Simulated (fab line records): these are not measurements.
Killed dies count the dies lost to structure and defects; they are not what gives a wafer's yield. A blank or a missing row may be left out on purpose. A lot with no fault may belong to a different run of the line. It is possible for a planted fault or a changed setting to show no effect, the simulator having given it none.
Which tool was responsible? | flow gf180mcu | 13 lots, 39 wafers sampled, at 4 steps of a route of 602

== WHAT THE GAUGES READ, wafer by wafer ==
GF_VT_IMPLANT_OVL_MEAS_40.
lot  | measured     | on         | VT_IMPLANT_03_OVL (nm)
L736 | day 7 17:57  | overlay-02 | -0.5 0.7 -0.8
L737 | day 7 21:10  | overlay-01 | -1.4 -0.9 -1.4
L740 | day 9 01:16  | overlay-01 | -0.6 -0.3 -1.1
L739 | day 9 02:20  | overlay-01 | 1.0 0.6 1.3
L741 | day 9 07:44  | overlay-01 | 4.2 1.0 1.6
L744 | day 10 03:37 | overlay-01 | 0.7 0.7 0.4
L746 | day 10 13:37 | overlay-02 | -0.4 -1.6 0.5
L748 | day 11 02:43 | overlay-01 | -0.4 0.1 -1.0
L749 | day 11 07:00 | overlay-01 | 0.9 0.5 1.1
L750 | day 11 15:27 | overlay-02 | -0.7 -1.1 -2.8
L754 | day 12 17:39 | overlay-01 | -1.2 -0.8 -1.1
L757 | day 13 12:43 | overlay-02 | 1.7 1.3 2.0
L758 | day 13 17:09 | overlay-01 | 0.8 1.8 1.2

GF_POLY_GATE_CD_MEAS_18.
lot  | measured     | on        | cd_nm (nm)
L736 | day 9 11:43  | cd_sem-01 | 279.9 281.3 279.7
L737 | day 9 13:41  | cd_sem-02 | 277.9 277.3 277.3
L740 | day 10 21:19 | cd_sem-02 | 278.3 284.3 281.1
L739 | day 10 23:57 | cd_sem-01 | 281.6 281.0 281.4
L741 | day 11 09:40 | cd_sem-02 | 280.0 285.0 283.1
L744 | day 12 11:37 | cd_sem-02 | 277.2 279.4 276.7
L746 | day 12 18:46 | cd_sem-01 | 278.3 279.6 279.9
L748 | day 13 12:55 | cd_sem-02 | 281.5 279.7 280.0
L749 | day 13 12:44 | cd_sem-02 | 278.5 277.9 279.9
L750 | day 14 01:58 | cd_sem-01 | 280.7 280.8 281.1
L754 | day 14 21:45 | cd_sem-01 | 279.1 277.3 281.8
L757 | day 15 13:20 | cd_sem-01 | 278.2 281.0 278.7
L758 | day 15 19:34 | cd_sem-02 | 277.5 277.8 278.0

GF_HV_LDD_TW_MEAS_23.
lot  | measured     | on            | HV_LDD_2_TW
L736 | day 11 00:07 | film_metro-03 | 1062 1058 1051
L737 | day 11 02:32 | film_metro-02 | 1052 1049 1049
L740 | day 12 10:01 | film_metro-02 | 1051 1052 1050
L739 | day 12 11:13 | film_metro-01 | 1068 1057 1061
L741 | day 12 22:16 | film_metro-01 | 1059 1058 1057
L744 | day 14 03:04 | film_metro-02 | 1048 1051 1049
L746 | day 14 10:22 | film_metro-02 | 1036 1036 1036
L748 | day 15 07:19 | film_metro-03 | 1041 1037 1039
L749 | day 15 06:07 | film_metro-01 | 1054 1059 1058
L750 | day 15 20:58 | film_metro-02 | 1058 1052 1057
L754 | day 16 17:52 | film_metro-01 | 1051 1053 1047
L757 | day 17 09:50 | film_metro-03 | 1058 1058 1057
L758 | day 17 17:34 | film_metro-02 | 1050 1038 1048

== EACH LOT AND THE TOOL THAT RAN IT (in order: tool; ch and the chambers of the sampled wafers; start) ==
lot  | GF_HV_LDD_IMPLANT_21
L736 | implanter-02 ch 0, day 10 23:54
L737 | implanter-01 ch 0, day 11 02:19
L740 | implanter-03 ch 0, day 12 09:46
L739 | implanter-01 ch 0, day 12 10:58
L741 | implanter-02 ch 0, day 12 22:01
L744 | implanter-03 ch 0, day 14 02:50
L746 | implanter-02 ch 0, day 14 10:07
L748 | implanter-02 ch 0, day 15 07:05
L749 | implanter-01 ch 0, day 15 05:52
L750 | implanter-01 ch 0, day 15 20:43
L754 | implanter-01 ch 0, day 16 17:37
L757 | implanter-01 ch 0, day 17 09:36
L758 | implanter-02 ch 0, day 17 17:19
- GF_HV_LDD_IMPLANT_21

== AS READ BY THE TOOLS THEMSELVES (means over the sampled wafers that have a number; for cases with no such wafer, the mark the record gives instead) ==
GF_HV_LDD_IMPLANT_21.
lot  | tool         | dose_ions_cm2 | faraday_current_uA
L736 | implanter-02 | 5e+13         | 277
L737 | implanter-01 | 5e+13         | 282
L740 | implanter-03 | 5e+13         | 283
L739 | implanter-01 | 5e+13         | 279
L741 | implanter-02 | 5e+13         | 283
L744 | implanter-03 | 5e+13         | 285
L746 | implanter-02 | 5e+13         | 260
L748 | implanter-02 | 5e+13         | 271
L749 | implanter-01 | 5e+13         | 278
L750 | implanter-01 | 5e+13         | 281
L754 | implanter-01 | 5e+13         | 278
L757 | implanter-01 | 5e+13         | 281
L758 | implanter-02 | 5e+13         | 287

== THE ANSWER, worked out from the rows above alone ==
Rule: usual is defined by the lots themselves. Put in order of their means at a reading, lots are off if they are a third of the lots or fewer, leave a main group of 4 or more, and stand apart from it by a gap of 3 or more times the standard deviation of the main group's means; of several such gaps the widest counts. Not used: any main group whose means are identical at the precision the tables above print for the reading. A lot without any number at a reading at which 4 lots or more have one is off too. Where the step has rows for the other lots, those lots are counted as sound. After the gauges, taken in route order, come the tools' own readings; for these a lot's mean is taken, as printed above. The first step at which some lot is off is used, and at that step the reading that is off furthest; a lot without a number counts as furthest.
None of the lots is off at any reading shown; this tells nothing.

== WHAT WAS PUT IN BY THE SIMULATOR ==
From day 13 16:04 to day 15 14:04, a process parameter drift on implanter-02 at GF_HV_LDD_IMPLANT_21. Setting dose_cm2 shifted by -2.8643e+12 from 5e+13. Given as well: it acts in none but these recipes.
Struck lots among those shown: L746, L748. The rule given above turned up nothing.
